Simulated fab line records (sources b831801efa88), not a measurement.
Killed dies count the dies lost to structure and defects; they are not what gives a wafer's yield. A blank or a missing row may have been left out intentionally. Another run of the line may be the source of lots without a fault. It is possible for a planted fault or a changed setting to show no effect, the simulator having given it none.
Struck lot and sound lot, side by side :: flow sky130 :: 15 out of 708 route steps
Sound: wafers L817.1, L817.4, L817.5. Struck: wafers L828.4, L828.6. (L828.3 of the same lot was not struck and is left out.) The cause comes at the end.
For every step that has rows: the tool of each side, followed by ch and its chambers, followed by its first start. Under that, the readings that differ: sound wafers :: struck wafers :: difference of the means :: sigmas: that difference in standard deviations of wafers without a fault.
alike: readings whose means differ by less than 2 such deviations, and words and numbers that are the same on both sides. not compared: withheld readings, readings that some wafer has no value for, bounds like >300 that may hide the same value, and numbers for which the record gives no deviation and whose values overlap.
A row with sigmas, a row that says differs or no value, or rows on one side alone: a step with any of these is where the two part. Numbers that don't overlap but have no deviation are shown without sigmas and don't part them. A reading that every wafer of one side lacks parts them only if that side has two wafers or more.

SKY_CAP2M_SPUTTER_02: material TiN, target thk 200 nm, time 166.7 s.
  struck on pvd-sputter-03, day 43 10:57; sound on pvd-sputter-03, day 40 12:44
  alike: throttle-valve-pct
SKY_CAP2M_RS_MEAS_03: measures by four-point-probe.
  struck on film-metro-03, day 43 11:06; sound on film-metro-01, day 40 12:51
  alike: CAP2M_TIN_RS
SKY_CAP2M_THK_MEAS_04: measures by xrf.
  struck on film-metro-03, day 43 11:12; sound on film-metro-01, day 40 12:58
  alike: CAP2M_TIN_THK
then, 7 steps without rows for these wafers: SKY_CAP2M_DEHYDRATE_05 (time 60 s); SKY_CAP2M_HMDS_06 (prime time 60 s); SKY_CAP2M_COAT_07 (resist thk 1140 nm); SKY_CAP2M_SOFTBAKE_08 (time 60 s); SKY_CAP2M_EXPOSE_09 (exposes mask CAP2M, target cd 1000 nm); SKY_CAP2M_PEB_10; SKY_CAP2M_DEVELOP_11 (develop time 60 s).
SKY_CAP2M_OVL_MEAS_12:
  struck on overlay-01, day 44 09:10; sound on overlay-02, day 41 12:42
  alike: CAP2M_OVL
SKY_CAP2M_METAL_ETCH_13: etches TiN in Cl2/BCl3, stops on SiO2, target depth 220 nm, time 62.9 s.
  sound on rie-metal-01 ch 0,1, day 41 12:44; struck on rie-metal-03 ch 0,1, day 44 09:13
  alike: chamber-pressure-mTorr, drypump-motor-current-A, oes-product-au, throttle-valve-pct
  not compared: rf-hours-counter-h
SKY_CAP2M_STRIP_14: strips in O2/N2.
  sound on plasma-asher-03 ch 0,1, day 41 12:49; struck on plasma-asher-03 ch 1, day 44 09:18
reading: o2-flow-sccm (sccm)
sound: 2996 2981 2983
struck: 3615 3604
difference: +623
sigmas: +66
  alike: chamber-pressure-mTorr, drypump-motor-current-A, oes-product-au, strip-time-to-endpoint-s
  not compared: rf-hours-counter-h
then, 1 step without rows for these wafers: SKY_CAP2M_STRIP_15 (strips in post etch residue remover, time 1200 s).
SKY_PAD_OPEN_PROBE_99:
  rows exist in the record for the sound wafers here (prober-02, day 46 12:04), none for the struck ones

== WHERE THEY PART ==
At SKY_CAP2M_STRIP_14 first; at SKY_PAD_OPEN_PROBE_99 last (within this record only).

WHY: the cause the simulator had injected
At SKY_CAP2M_STRIP_14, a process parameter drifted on plasma-asher-03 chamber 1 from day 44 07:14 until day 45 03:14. A move of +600 in setting o2-flow-sccm, from 3000. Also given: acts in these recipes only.
